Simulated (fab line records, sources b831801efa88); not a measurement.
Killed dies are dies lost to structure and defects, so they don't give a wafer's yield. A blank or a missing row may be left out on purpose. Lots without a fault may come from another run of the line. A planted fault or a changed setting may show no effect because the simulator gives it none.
A struck lot beside a sound one | flow sky130 | 42 steps out of a route of 708
Sound: wafers L881.2, L881.4, L881.5. Struck: wafers L872.2, L872.3, L872.5. The cause comes at the end.
At each step with rows: each side's tool, then ch and its chambers, then its first start. Under that, the readings that differ: sound wafers | struck wafers | difference of the means | sigmas: that difference in standard deviations of wafers without a fault.
alike: readings whose means differ by less than 2 such deviations, and words and numbers that are the same on both sides. not compared: withheld readings, readings that some wafer has no value for, bounds like >300 that may hide the same value, and numbers for which the record gives no deviation and whose values overlap.
The two part at a step that has a row with sigmas, a row that says differs or no value, or rows on one side only. Numbers that don't overlap but have no deviation are shown without sigmas and don't part them. A reading that every wafer of one side lacks parts them only if that side has two wafers or more.

SKY_NWELL_RS_MEAS_31: measures by four-point-probe.
  sound on film_metro-03, day 10 16:08; struck on film_metro-03, day 7 23:17
  alike: PWDE_RS
then, 7 steps without rows for these wafers: SKY_VT_ADJUST_HVTP_DEHYDRATE_00 (time 60 s); SKY_VT_ADJUST_HVTP_HMDS_01 (prime time 62.78 s); SKY_VT_ADJUST_HVTP_COAT_02 (resist thk 1140 nm); SKY_VT_ADJUST_HVTP_SOFTBAKE_03 (time 60 s); SKY_VT_ADJUST_HVTP_EXPOSE_04 (exposes mask HVTPM, target cd 380 nm); SKY_VT_ADJUST_HVTP_PEB_05; SKY_VT_ADJUST_HVTP_DEVELOP_06 (develop time 58.02 s).
SKY_VT_ADJUST_HVTP_CD_MEAS_07: target cd 380 nm.
  sound on cd_sem-02, day 11 15:45; struck on cd_sem-01, day 8 20:06
  alike: cd_nm
SKY_VT_ADJUST_HVTP_OVL_MEAS_08:
  sound on overlay-01, day 11 15:51; struck on overlay-02, day 8 20:13
  alike: VT_ADJUST_HVTP_OVL
then, 1 step without rows for these wafers: SKY_VT_ADJUST_HVTP_IMPLANT_09.
SKY_VT_ADJUST_HVTP_STRIP_10: strips in O2/N2.
  sound on plasma_asher-03 ch 0,1, day 11 16:02; struck on plasma_asher-01 ch 0,1, day 8 20:23
  alike: drypump_motor_current_A, oes_product_au, strip_time_to_endpoint_s
  not compared: rf_hours_counter_h
SKY_VT_ADJUST_HVTP_TW_MEAS_11:
  sound on film_metro-04, day 11 16:08; struck on film_metro-01, day 8 20:30
  alike: VT_ADJUST_HVTP_TW
then, 7 steps without rows for these wafers: SKY_VT_ADJUST_LVTN_DEHYDRATE_00 (time 60 s); SKY_VT_ADJUST_LVTN_HMDS_01 (prime time 60 s); SKY_VT_ADJUST_LVTN_COAT_02 (resist thk 3000 nm); SKY_VT_ADJUST_LVTN_SOFTBAKE_03; SKY_VT_ADJUST_LVTN_EXPOSE_04 (exposes mask NWM COMPLEMENT LESS NATIVE, target cd 840 nm); SKY_VT_ADJUST_LVTN_PEB_05; SKY_VT_ADJUST_LVTN_DEVELOP_06 (develop time 60 s).
SKY_VT_ADJUST_LVTN_OVL_MEAS_07:
  sound on overlay-01, day 12 16:02; struck on overlay-02, day 9 18:35
  alike: VT_ADJUST_LVTN_OVL
then, 1 step without rows for these wafers: SKY_VT_ADJUST_LVTN_IMPLANT_08.
SKY_VT_ADJUST_LVTN_STRIP_09: strips in O2/N2.
  sound on plasma_asher-04 ch 0,1, day 12 16:13; struck on plasma_asher-03 ch 0,1, day 9 18:46
  alike: drypump_motor_current_A, oes_product_au, strip_time_to_endpoint_s
  not compared: rf_hours_counter_h
SKY_VT_ADJUST_LVTN_TW_MEAS_10:
  sound on film_metro-01, day 12 16:19; struck on film_metro-03, day 9 18:52
  reading           | sound             | struck            | difference | sigmas
  VT_ADJUST_LVTN_TW | 242.7 242.6 242.2 | 237.8 238.0 238.7 | -4.3       | -2
then, 7 steps without rows for these wafers: SKY_VT_ADJUST_LVTN_DEHYDRATE_11 (time 60 s); SKY_VT_ADJUST_LVTN_HMDS_12 (prime time 60 s); SKY_VT_ADJUST_LVTN_COAT_13 (resist thk 1140 nm); SKY_VT_ADJUST_LVTN_SOFTBAKE_14 (time 60 s); SKY_VT_ADJUST_LVTN_EXPOSE_15 (exposes mask HVN STD DERIVED, target cd 600 nm); SKY_VT_ADJUST_LVTN_PEB_16; SKY_VT_ADJUST_LVTN_DEVELOP_17 (develop time 60 s).
SKY_VT_ADJUST_LVTN_OVL_MEAS_18:
  sound on overlay-01, day 13 16:59; struck on overlay-01, day 10 17:35
  alike: VT_ADJUST_LVTN_01_OVL
then, 1 step without rows for these wafers: SKY_VT_ADJUST_LVTN_IMPLANT_19.
SKY_VT_ADJUST_LVTN_STRIP_20: strips in O2/N2.
  sound on plasma_asher-04 ch 0,1, day 13 17:10; struck on plasma_asher-03 ch 0,1, day 10 17:46
  alike: drypump_motor_current_A, oes_product_au, strip_time_to_endpoint_s
  not compared: rf_hours_counter_h
SKY_VT_ADJUST_LVTN_TW_MEAS_21:
  sound on film_metro-01, day 13 17:16; struck on film_metro-03, day 10 17:52
  alike: VT_ADJUST_LVTN_2_TW
then, 6 steps without rows for these wafers: SKY_VT_ADJUST_NCORE_DEHYDRATE_00 (time 60 s); SKY_VT_ADJUST_NCORE_HMDS_01 (prime time 60 s); SKY_VT_ADJUST_NCORE_COAT_02 (resist thk 1140 nm); SKY_VT_ADJUST_NCORE_SOFTBAKE_03 (time 60 s); SKY_VT_ADJUST_NCORE_EXPOSE_04 (exposes mask LVTN COMPLEMENT THIN, target cd 380 nm); SKY_VT_ADJUST_NCORE_PEB_05.
-- the record jumps here: 37 days lie between the struck wafers' starts before and after (it left off in module VT_ADJUST_NCORE and takes up again in module PAD_OPEN, whose first step shown is number 708 of the route) --
SKY_PAD_OPEN_PROBE_99:
  sound on prober-02, day 50 16:19; struck on prober-02, day 47 23:12
  reading             | sound    | struck   | difference | sigmas
  killed_at_front_end | 10 18 23 | 21 38 46 | +18        | +4
  killed_open         | 64 52 44 | 38 41 31 | -17        | -2
  alike: killed_at_M0_to_M3, killed_at_M4_up, killed_at_contacts, killed_at_other, killed_dies, killed_short

WHERE THEY PART
First at SKY_VT_ADJUST_LVTN_TW_MEAS_10; last, within this record, at SKY_PAD_OPEN_PROBE_99.

WHY: what the simulator had put in
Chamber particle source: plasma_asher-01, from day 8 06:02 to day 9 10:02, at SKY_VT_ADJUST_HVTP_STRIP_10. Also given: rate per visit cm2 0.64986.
